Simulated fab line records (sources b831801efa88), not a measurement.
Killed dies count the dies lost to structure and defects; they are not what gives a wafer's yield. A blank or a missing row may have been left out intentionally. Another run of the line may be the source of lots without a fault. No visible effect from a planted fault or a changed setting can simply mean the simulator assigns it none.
fab line records    flow sky130    part 1 of 2: steps 1 to 24 of 34
record lots=5  wafers=15  last-day=50
route steps=708 shown METAL1@435 VIA1@458
lots with no fault: from the same line, run without faults
start-h: the number of hours between the record's first day and the start of the first shown wafer of the lot    wait-h: time in hours since the lot's previous step    " identical to the entry in the row above    L1.1+2: one row covering several wafers at once    - no value, or no start was given    * or withheld: withheld    < > ~ a bound
route shown NAME@n: a module of which the file shows steps, and the number in the route of the first    usual: the fault-free wafers' mean and standard deviation    same: alike in all rows    chamber/n: place in a boat    sites: each site's reading    _std_site: standard deviation across them    _edge_site: the outer-site mean with the inner-site mean subtracted    radius-mm: how far each site lies from the wafer's centre    mask NAME#n: copy n    behind: tool/chamber where the wafer was last shaped    hold: why the lot went on hold/how many hours it stayed there/how the hold came to an end    device: names the non-switching transistor (n, p or np)    end of line: the route-end tests of the same wafers    step lacking rows: just its recipe    killed: dies lost to structure and defects at the first sort, not the wafer's yield    map: dies across one wafer; x = killed, . = not, _ = none there
set.NAME: the setting as run; set.NAME@STEP: as run at that earlier step    model.NAME: the simulator's own value behind a step, which no gauge read
lots at selected steps of the route; one table per step, one row per wafer
services: when a tool's chamber went out of use (start-h, in hours from the record's first day, below 0 if earlier), for how many hours, and the reason
## steps
# step SKY_METAL1_SPUTTER_01
# recipe material=TiN  target-thk-nm=20  power-w=6500  time-s=16.7  chamber-pressure-pa=0.4
# usual throttle-valve-pct=29.9/0.83
# same time-s=16.7
lot.wafer  tool            chamber  start-h  wait-h  throttle-valve-pct
L076.1     pvd-sputter-01  -        764.24   0.0     29.2
L076.3     "               -        "        "       28.9
L076.6     "               -        "        "       28.7
L083.2     pvd-sputter-01  -        826.99   0.0     28.8
L083.3     "               -        "        "       31.1
L083.4     "               -        "        "       28.5
L085.2     pvd-sputter-03  -        839.41   0.0     31.0
L085.3     "               -        "        "       29.7
L085.5     "               -        "        "       29.9
L092.3     pvd-sputter-02  -        883.28   0.0     30.6
L092.5     "               -        "        "       30.2
L092.6     "               -        "        "       30.4
L097.1     pvd-sputter-02  -        912.05   0.0     30.3
L097.5     "               -        "        "       30.1
L097.6     "               -        "        "       30.4
# step SKY_METAL1_SPUTTER_02
# recipe material=AlCu  target-thk-nm=250  power-w=10600  time-s=13.3  chamber-pressure-pa=0.4
# usual throttle-valve-pct=29.9/0.84
# same time-s=13.3
lot.wafer  tool            chamber  start-h  wait-h  throttle-valve-pct
L076.1     pvd-sputter-01  -        764.26   0.0     28.8
L076.3     "               -        "        "       28.6
L076.6     "               -        "        "       28.1
L083.2     pvd-sputter-01  -        827.02   0.0     28.8
L083.3     "               -        "        "       31.1
L083.4     "               -        "        "       28.6
L085.2     pvd-sputter-03  -        839.44   0.0     31.0
L085.3     "               -        "        "       29.6
L085.5     "               -        "        "       29.7
L092.3     pvd-sputter-02  -        883.31   0.0     30.3
L092.5     "               -        "        "       30.4
L092.6     "               -        "        "       30.1
L097.1     pvd-sputter-02  -        912.07   0.0     30.4
L097.5     "               -        "        "       30.2
L097.6     "               -        "        "       30.6
# step SKY_METAL1_SPUTTER_03
# recipe material=Ti  target-thk-nm=5  power-w=3000  time-s=3.3  chamber-pressure-pa=0.4
# usual throttle-valve-pct=29.9/0.84
# same time-s=3.3
lot.wafer  tool            chamber  start-h  wait-h  throttle-valve-pct
L076.1     pvd-sputter-01  -        764.29   0.0     28.9
L076.3     "               -        "        "       29.2
L076.6     "               -        "        "       28.3
L083.2     pvd-sputter-01  -        827.04   0.0     28.7
L083.3     "               -        "        "       30.8
L083.4     "               -        "        "       28.4
L085.2     pvd-sputter-03  -        839.46   0.0     30.9
L085.3     "               -        "        "       29.7
L085.5     "               -        "        "       29.5
L092.3     pvd-sputter-02  -        883.33   0.0     30.4
L092.5     "               -        "        "       30.4
L092.6     "               -        "        "       30.3
L097.1     pvd-sputter-02  -        912.10   0.0     30.6
L097.5     "               -        "        "       30.3
L097.6     "               -        "        "       30.2
# step SKY_METAL1_SPUTTER_04
# recipe material=TiN  target-thk-nm=70  power-w=6500  time-s=58.3  chamber-pressure-pa=0.4
# usual throttle-valve-pct=29.9/0.86
# same time-s=58.3
lot.wafer  tool            chamber  start-h  wait-h  throttle-valve-pct
L076.1     pvd-sputter-01  -        764.30   0.0     29.0
L076.3     "               -        "        "       29.1
L076.6     "               -        "        "       28.5
L083.2     pvd-sputter-01  -        827.06   0.0     28.8
L083.3     "               -        "        "       31.0
L083.4     "               -        "        "       28.3
L085.2     pvd-sputter-03  -        839.48   0.0     31.2
L085.3     "               -        "        "       29.8
L085.5     "               -        "        "       29.9
L092.3     pvd-sputter-02  -        883.35   0.0     30.4
L092.5     "               -        "        "       30.3
L092.6     "               -        "        "       30.4
L097.1     pvd-sputter-02  -        912.11   0.0     30.6
L097.5     "               -        "        "       30.2
L097.6     "               -        "        "       30.3
# step SKY_METAL1_RS_MEAS_05
# recipe thk-meas-gauge=four-point-probe  reads=TiN_of_METAL1_SPUTTER_04+Ti_of_METAL1_SPUTTER_03+AlCu_of_METAL1_SPUTTER_02+TiN_of_METAL1_SPUTTER_01+Ti_of_METAL1_SPUTTER_00
# usual METAL1_ALCU_RS=0.1275/0.0023
lot.wafer  tool           chamber  start-h  wait-h  METAL1_ALCU_RS[ohm/sq]
L076.1     film-metro-02  -        764.35   0.0     0.1277
L076.3     "              -        "        "       0.1285
L076.6     "              -        "        "       0.1307
L083.2     film-metro-04  -        827.13   0.0     0.1296
L083.3     "              -        "        "       0.1255
L083.4     "              -        "        "       0.1313
L085.2     film-metro-02  -        839.55   0.0     0.1262
L085.3     "              -        "        "       0.1263
L085.5     "              -        "        "       0.1260
L092.3     film-metro-04  -        883.44   0.1     0.1296
L092.5     "              -        "        "       0.1289
L092.6     "              -        "        "       0.1284
L097.1     film-metro-02  -        912.16   0.0     0.1248
L097.5     "              -        "        "       0.1242
L097.6     "              -        "        "       0.1258
# step SKY_METAL1_THK_MEAS_06
# recipe thk-meas-gauge=xrf  reads=AlCu_of_METAL1_SPUTTER_02
# usual METAL1_ALCU_THK=252/3.9
lot.wafer  tool           chamber  start-h  wait-h  METAL1_ALCU_THK[nm]
L076.1     film-metro-02  -        764.47   0.1     249
L076.3     "              -        "        "       252
L076.6     "              -        "        "       246
L083.2     film-metro-04  -        827.24   0.1     249
L083.3     "              -        "        "       256
L083.4     "              -        "        "       246
L085.2     film-metro-02  -        839.66   0.1     256
L085.3     "              -        "        "       255
L085.5     "              -        "        "       254
L092.3     film-metro-04  -        883.54   0.1     252
L092.5     "              -        "        "       254
L092.6     "              -        "        "       253
L097.1     film-metro-02  -        912.28   0.1     256
L097.5     "              -        "        "       259
L097.6     "              -        "        "       253
# step SKY_METAL1_DEHYDRATE_07
# recipe temp-c=200  time-s=60
# usual chill-plate-temp-C=22.98/0.098  plate-temp-C=199.98/0.14
# same time-s=60
lot.wafer  tool            chamber  start-h  wait-h  chill-plate-temp-C  plate-temp-C
L076.1     litho-track-04  0        777.68   13.2    22.92               200.01
L076.3     "               0        "        "       23.02               200.04
L076.6     "               0        "        "       23.00               200.00
L083.2     litho-track-01  0        839.97   12.7    22.94               200.04
L083.3     "               0        "        "       22.97               200.13
L083.4     "               0        "        "       23.07               200.05
L085.2     litho-track-04  0        852.15   12.5    23.22               199.66
L085.3     "               0        "        "       23.02               199.98
L085.5     "               0        "        "       23.13               200.02
L092.3     litho-track-02  0        895.63   12.1    23.01               200.22
L092.5     "               0        "        "       22.88               199.77
L092.6     "               0        "        "       22.92               199.70
L097.1     litho-track-01  0        924.00   11.7    22.85               199.94
L097.5     "               0        "        "       22.94               199.69
L097.6     "               0        "        "       23.05               199.81
# step SKY_METAL1_HMDS_08
# recipe prime-time-s=60  prime-temp-c=120
# usual chill-plate-temp-C=23.00/0.12
lot.wafer  tool            chamber  start-h  wait-h  chill-plate-temp-C
L076.1     litho-track-04  0        777.83   0.1     22.98
L076.3     "               0        "        "       22.95
L076.6     "               0        "        "       22.80
L083.2     litho-track-01  0        840.12   0.1     23.02
L083.3     "               0        "        "       22.94
L083.4     "               0        "        "       23.06
L085.2     litho-track-04  0        852.30   0.1     22.98
L085.3     "               0        "        "       22.97
L085.5     "               0        "        "       22.94
L092.3     litho-track-02  0        895.78   0.1     23.12
L092.5     "               0        "        "       23.19
L092.6     "               0        "        "       23.00
L097.1     litho-track-01  0        924.15   0.1     22.82
L097.5     "               0        "        "       22.87
L097.6     "               0        "        "       22.91
# step SKY_METAL1_COAT_09
# recipe resist=BARC  temp-c=withheld  time-s=withheld  spin-rpm=3000  resist-thk-nm=60
# usual chill-plate-temp-C=*
lot.wafer  tool            chamber  start-h  wait-h  chill-plate-temp-C
L076.1     litho-track-04  0        777.98   0.1     *
L076.3     "               0        "        "       *
L076.6     "               0        "        "       *
L083.2     litho-track-01  0        840.27   0.1     *
L083.3     "               0        "        "       *
L083.4     "               0        "        "       *
L085.2     litho-track-04  0        852.45   0.1     *
L085.3     "               0        "        "       *
L085.5     "               0        "        "       *
L092.3     litho-track-02  0        895.93   0.1     *
L092.5     "               0        "        "       *
L092.6     "               0        "        "       *
L097.1     litho-track-01  0        924.30   0.1     *
L097.5     "               0        "        "       *
L097.6     "               0        "        "       *
# step SKY_METAL1_COAT_10
# recipe resist=KrF-thick  spin-rpm=3000  resist-thk-nm=450
# usual chill-plate-temp-C=22.99/0.11
lot.wafer  tool            chamber  start-h  wait-h  chill-plate-temp-C
L076.1     litho-track-04  0        -        -       23.00
L076.3     "               0        "        "       23.01
L076.6     "               0        "        "       22.81
L083.2     litho-track-01  0        -        -       23.00
L083.3     "               0        "        "       22.93
L083.4     "               0        "        "       23.00
L085.2     litho-track-04  0        -        -       22.99
L085.3     "               0        "        "       23.00
L085.5     "               0        "        "       22.96
L092.3     litho-track-02  0        -        -       23.06
L092.5     "               0        "        "       22.99
L092.6     "               0        "        "       23.02
L097.1     litho-track-01  0        -        -       23.02
L097.5     "               0        "        "       22.79
L097.6     "               0        "        "       23.03
# step SKY_METAL1_SOFTBAKE_11
# recipe temp-c=100  time-s=90  resist=KrF-thick
# usual chill-plate-temp-C=23.02/0.1  plate-temp-C=100.03/0.12
# same time-s=90
lot.wafer  tool            chamber  start-h  wait-h  chill-plate-temp-C  plate-temp-C
L076.1     litho-track-04  0        -        -       22.94               99.98
L076.3     "               0        "        "       22.94               99.98
L076.6     "               0        "        "       22.88               99.97
L083.2     litho-track-01  0        -        -       22.88               100.15
L083.3     "               0        "        "       22.81               100.11
L083.4     "               0        "        "       22.75               100.07
L085.2     litho-track-04  0        -        -       23.04               100.30
L085.3     "               0        "        "       22.95               100.19
L085.5     "               0        "        "       22.96               100.13
L092.3     litho-track-02  0        -        -       23.01               99.93
L092.5     "               0        "        "       22.95               99.83
L092.6     "               0        "        "       23.08               100.16
L097.1     litho-track-01  0        -        -       22.84               100.23
L097.5     "               0        "        "       23.03               99.95
L097.6     "               0        "        "       22.94               99.93
# step SKY_METAL1_EXPOSE_12
# recipe mask-id=MM1  na=0.8  source-shape=annular  sigma-inner=0.55  sigma-outer=0.85  target-cd-nm=140  dose-mj=28
lot.wafer   tool            chamber  start-h  wait-h  mask
L076.1+3+6  krf-scanner-01  0        -        -       MM1#0
L083.2+3+4  krf-scanner-02  0        -        -       MM1#0
L085.2+3+5  krf-scanner-01  0        -        -       MM1#0
L092.3+5+6  krf-scanner-02  0        -        -       MM1#0
L097.1+5+6  krf-scanner-02  0        -        -       MM1#0
# step SKY_METAL1_PEB_13
# recipe peb-temp-c=withheld  peb-time-s=withheld  resist=KrF-thick
# usual chill-plate-temp-C=*
lot.wafer  tool            chamber  start-h  wait-h  chill-plate-temp-C
L076.1     litho-track-01  0        -        -       *
L076.3     "               0        "        "       *
L076.6     "               0        "        "       *
L083.2     litho-track-01  0        -        -       *
L083.3     "               0        "        "       *
L083.4     "               0        "        "       *
L085.2     litho-track-02  0        -        -       *
L085.3     "               0        "        "       *
L085.5     "               0        "        "       *
L092.3     litho-track-04  0        -        -       *
L092.5     "               0        "        "       *
L092.6     "               0        "        "       *
L097.1     litho-track-04  0        -        -       *
L097.5     "               0        "        "       *
L097.6     "               0        "        "       *
# step SKY_METAL1_DEVELOP_14
# recipe develop-time-s=60  resist=KrF-thick  dev-temp-c=20.07
# usual chill-plate-temp-C=22.99/0.11
lot.wafer  tool            chamber  start-h  wait-h  chill-plate-temp-C
L076.1     litho-track-01  0        -        -       23.03
L076.3     "               0        "        "       23.01
L076.6     "               0        "        "       22.96
L083.2     litho-track-01  0        -        -       22.92
L083.3     "               0        "        "       22.99
L083.4     "               0        "        "       22.96
L085.2     litho-track-02  0        -        -       23.12
L085.3     "               0        "        "       23.01
L085.5     "               0        "        "       23.01
L092.3     litho-track-04  0        -        -       23.09
L092.5     "               0        "        "       23.12
L092.6     "               0        "        "       23.11
L097.1     litho-track-04  0        -        -       22.94
L097.5     "               0        "        "       23.07
L097.6     "               0        "        "       22.96
# step SKY_METAL1_CD_MEAS_15
# recipe target-cd-nm=140
# usual cd-nm=140.3/1.5
lot.wafer  tool       chamber  start-h  wait-h  cd-nm
L076.1     cd-sem-01  -        791.90   -       142.0
L076.3     "          -        "        "       141.3
L076.6     "          -        "        "       141.1
L083.2     cd-sem-02  -        854.32   -       139.7
L083.3     "          -        "        "       139.6
L083.4     "          -        "        "       140.7
L085.2     cd-sem-02  -        865.75   -       142.4
L085.3     "          -        "        "       141.8
L085.5     "          -        "        "       141.3
L092.3     cd-sem-02  -        909.72   -       139.1
L092.5     "          -        "        "       139.5
L092.6     "          -        "        "       140.7
L097.1     cd-sem-02  -        937.43   -       141.6
L097.5     "          -        "        "       142.1
L097.6     "          -        "        "       142.7
# step SKY_METAL1_OVL_MEAS_16
# usual METAL1_OVL=3/5.6
lot.wafer  tool        chamber  start-h  wait-h  METAL1_OVL[nm]
L076.1     overlay-01  -        792.02   0.1     18
L076.3     "           -        "        "       16
L076.6     "           -        "        "       4
L083.2     overlay-02  -        854.42   0.1     0
L083.3     "           -        "        "       -9
L083.4     "           -        "        "       -8
L085.2     overlay-02  -        865.86   0.1     -1
L085.3     "           -        "        "       7
L085.5     "           -        "        "       2
L092.3     overlay-02  -        909.81   0.1     2
L092.5     "           -        "        "       7
L092.6     "           -        "        "       0
L097.1     overlay-01  -        937.55   0.1     -2
L097.5     "           -        "        "       7
L097.6     "           -        "        "       5
# step SKY_METAL1_DESCUM_17
# recipe chemistry=O2  source-power-w=150  bias-power-w=0  pressure-mtorr=10  temp-c=40  time-s=8
# usual chamber-pressure-mTorr=10.000/0.0095  drypump-motor-current-A=5.99/0.29  oes-product-au=1.001/0.011
# same time-s=8
lot.wafer  tool          chamber  start-h  wait-h  chamber-pressure-mTorr  drypump-motor-current-A  oes-product-au  rf-hours-counter-h
L076.1     rie-metal-03  1        792.05   0.0     10.024                  6.15                     1.005           4
L076.3     "             0        "        "       9.986                   5.65                     1.002           -
L076.6     "             0        "        "       9.988                   5.66                     1.004           -
L083.2     rie-metal-02  1        854.45   0.0     9.994                   5.80                     0.993           16
L083.3     "             1        "        "       10.004                  5.77                     0.985           -
L083.4     "             0        "        "       10.006                  6.59                     1.000           -
L085.2     rie-metal-01  0        865.90   0.0     9.995                   6.01                     1.004           -
L085.3     "             0        "        "       10.025                  6.01                     1.002           -
L085.5     "             0        "        "       9.989                   6.01                     1.001           -
L092.3     rie-metal-03  1        909.84   0.0     9.998                   6.18                     0.990           -
L092.5     "             0        "        "       9.989                   5.61                     0.992           -
L092.6     "             1        "        "       10.005                  6.18                     1.001           -
L097.1     rie-metal-01  0        937.58   0.0     10.000                  6.01                     1.015           17
L097.5     "             0        "        "       10.003                  6.00                     1.001           -
L097.6     "             1        "        "       9.987                   6.00                     1.011           -
# step SKY_METAL1_ETCH_18
# recipe chemistry=N2/H2  target=BARC  ion-energy-ev=200  bias-w=100  pressure-mtorr=30  n2-flow-sccm=100  h2-flow-sccm=200  icp-w=500  stop-on=SiO2  time-s=45.9  target-depth-a=600
# usual chamber-pressure-mTorr=30.004/0.028  drypump-motor-current-A=6.00/0.29  n2-flow-sccm=99.95/0.26  oes-product-au=0.855/0.0051  throttle-valve-pct=13.227/0.009
# same time-s=45.9
lot.wafer  tool          chamber  start-h  wait-h  chamber-pressure-mTorr  drypump-motor-current-A  n2-flow-sccm  oes-product-au  rf-hours-counter-h  throttle-valve-pct
L076.1     rie-metal-03  1        792.08   0.0     29.934                  6.16                     99.86         0.858           4                   13.227
L076.3     "             0        "        "       30.022                  5.60                     99.55         0.854           -                   13.240
L076.6     "             0        "        "       30.027                  5.61                     99.63         0.855           -                   13.208
L083.2     rie-metal-02  1        854.48   0.0     30.016                  5.81                     100.32        0.860           16                  13.216
L083.3     "             1        "        "       30.044                  5.85                     100.37        0.861           -                   13.231
L083.4     "             0        "        "       30.004                  6.59                     99.97         0.850           -                   13.227
L085.2     rie-metal-01  0        865.97   0.1     29.964                  6.02                     100.11        0.856           -                   13.220
L085.3     "             0        "        "       29.978                  6.00                     99.64         0.853           -                   13.239
L085.5     "             0        "        "       30.000                  6.01                     100.45        0.859           -                   13.234
L092.3     rie-metal-03  1        909.89   0.0     30.012                  6.16                     99.83         0.859           -                   13.225
L092.5     "             0        "        "       30.001                  5.62                     99.57         0.856           -                   13.236
L092.6     "             1        "        "       30.031                  6.16                     99.69         0.857           -                   13.244
L097.1     rie-metal-01  0        937.62   0.0     29.982                  6.00                     99.59         0.859           17                  13.228
L097.5     "             0        "        "       30.053                  5.99                     99.95         0.851           -                   13.224
L097.6     "             1        "        "       30.025                  5.99                     100.02        0.853           -                   13.208
# step SKY_METAL1_METAL_ETCH_19
# recipe target-depth-a=3600  stop-on=SiO2  over-etch-frac=0.3  time-s=78  chemistry=Cl2/BCl3  resist-sidewall-deg=88  pressure-mtorr=10  icp-w=900  bias-w=48.5  Cl2_flow_sccm=60  bcl3-flow-sccm=30
# usual chamber-pressure-mTorr=10.000/0.0089  drypump-motor-current-A=6.00/0.29  oes-product-au=0.852/0.0075  throttle-valve-pct=22.266/0.0088
# same over-etch-frac=0.3  time-s=78
lot.wafer  tool          chamber  start-h  wait-h  chamber-pressure-mTorr  drypump-motor-current-A  oes-product-au  rf-hours-counter-h  throttle-valve-pct
L076.1     rie-metal-03  1        792.15   0.0     9.988                   6.14                     0.857           4                   22.276
L076.3     "             0        "        "       10.009                  5.61                     0.844           -                   22.259
L076.6     "             0        "        "       10.013                  5.64                     0.843           -                   22.278
L083.2     rie-metal-02  1        854.55   0.0     10.010                  5.80                     0.849           16                  22.256
L083.3     "             1        "        "       10.000                  5.80                     0.861           -                   22.252
L083.4     "             0        "        "       9.993                   6.59                     0.837           -                   22.259
L085.2     rie-metal-01  0        866.11   0.1     10.005                  6.02                     0.854           -                   22.251
L085.3     "             0        "        "       10.012                  6.00                     0.855           -                   22.268
L085.5     "             0        "        "       10.006                  6.02                     0.859           -                   22.250
L092.3     rie-metal-03  1        909.96   0.1     9.992                   6.14                     0.843           -                   22.270
L092.5     "             0        "        "       9.997                   5.61                     0.846           -                   22.270
L092.6     "             1        "        "       10.001                  6.16                     0.849           -                   22.284
L097.1     rie-metal-01  0        937.68   0.0     9.998                   6.00                     0.863           17                  22.270
L097.5     "             0        "        "       10.004                  6.02                     0.847           -                   22.271
L097.6     "             1        "        "       9.996                   5.97                     0.863           -                   22.266
# step SKY_METAL1_STRIP_20
# recipe chemistry=O2/N2  power-w=1400  pressure-mtorr=1500  platen-temp-c=withheld  o2-flow-sccm=3000  n2-flow-sccm=300  overash-fraction=0.5
# usual chamber-pressure-mTorr=1499.8/1.4  drypump-motor-current-A=5.7/0.38  n2-flow-sccm=299.9/0.78  oes-product-au=0.342/0.005  strip-time-to-endpoint-s=2.70/0.052
lot.wafer  tool             chamber  start-h  wait-h  chamber-pressure-mTorr  drypump-motor-current-A  n2-flow-sccm  oes-product-au  rf-hours-counter-h  strip-time-to-endpoint-s
L076.1     plasma-asher-02  0        792.24   0.1     1502.4                  5.6                      300.3         0.342           36                  2.68
L076.3     "                1        "        "       1501.3                  5.8                      299.5         0.341           -                   2.69
L076.6     "                1        "        "       1498.4                  5.8                      300.6         0.332           -                   2.65
L083.2     plasma-asher-03  1        854.64   0.1     1502.3                  6.0                      301.8         0.344           107                 2.75
L083.3     "                1        "        "       1501.1                  6.0                      300.6         0.346           -                   2.71
L083.4     "                0        "        "       1500.5                  5.1                      301.5         0.336           -                   2.65
L085.2     plasma-asher-03  1        866.26   0.1     1499.1                  6.0                      299.5         0.343           108                 2.69
L085.3     "                1        "        "       1500.0                  6.0                      301.1         0.343           -                   2.66
L085.5     "                1        "        "       1500.9                  6.0                      300.3         0.351           -                   2.71
L092.3     plasma-asher-02  0        910.05   0.1     1500.4                  5.6                      299.8         0.344           -                   2.73
L092.5     "                1        "        "       1500.3                  5.8                      299.6         0.346           -                   2.78
L092.6     "                0        "        "       1501.0                  5.6                      301.0         0.347           -                   2.68
L097.1     plasma-asher-04  0        937.77   0.1     1500.2                  6.0                      300.0         0.343           76                  2.64
L097.5     "                0        "        "       1500.1                  5.9                      299.2         0.341           -                   2.68
L097.6     "                1        "        "       1498.0                  5.7                      298.5         0.335           -                   2.60
# step SKY_METAL1_STRIP_21
# recipe chemistry=post-etch-residue-remover  time-s=1200  temp-c=72.5
# same time-s=1200
lot.wafer   tool          chamber  start-h  wait-h
L076.1+3+6  wet-bench-02  1        792.34   0.1
L083.2+3+4  wet-bench-04  3        854.74   0.1
L085.2+3+5  wet-bench-01  2        866.36   0.1
L092.3+5+6  wet-bench-02  0        910.12   0.0
L097.1+5+6  wet-bench-01  3        937.87   0.1
# step SKY_METAL1_CLEAN_22
# recipe chemistry=IPA  time-s=180  temp-c=25
# same time-s=180
lot.wafer   tool          chamber  start-h  wait-h
L076.1+3+6  wet-bench-01  1        792.68   0.0
L083.2+3+4  wet-bench-01  3        855.08   0.0
L085.2+3+5  wet-bench-01  3        866.76   0.0
L092.3+5+6  wet-bench-04  1        910.49   0.0
L097.1+5+6  wet-bench-02  1        938.21   0.0
# step SKY_METAL1_CLEAN_23
# recipe chemistry=O3/DIW  dry=n2-spin
lot.wafer   tool          chamber  start-h  wait-h
L076.1+3+6  wet-bench-04  1        792.74   0.0
L083.2+3+4  wet-bench-02  2        855.15   0.0
L085.2+3+5  wet-bench-01  2        866.83   0.0
L092.3+5+6  wet-bench-01  2        910.55   0.0
L097.1+5+6  wet-bench-04  0        938.27   0.0
# step SKY_VIA1_HDPCVD_00
# recipe material=SiO2  target-thk-nm=1030  sigma-open-frac=0.3  time-s=171.7  temp-c=400  sih4-flow-sccm=60  pressure-mtorr=6
# same time-s=171.7
lot.wafer   tool       chamber  start-h  wait-h
L076.1+3+6  hdpcvd-01  1,2,1    792.83   0.0
L083.2+3+4  hdpcvd-01  0,1,1    855.24   0.0
L085.2+3+5  hdpcvd-01  0,2,2    866.94   0.0
L092.3+5+6  hdpcvd-01  0,1,0    910.64   0.0
L097.1+5+6  hdpcvd-02  0,2,0    938.36   0.0
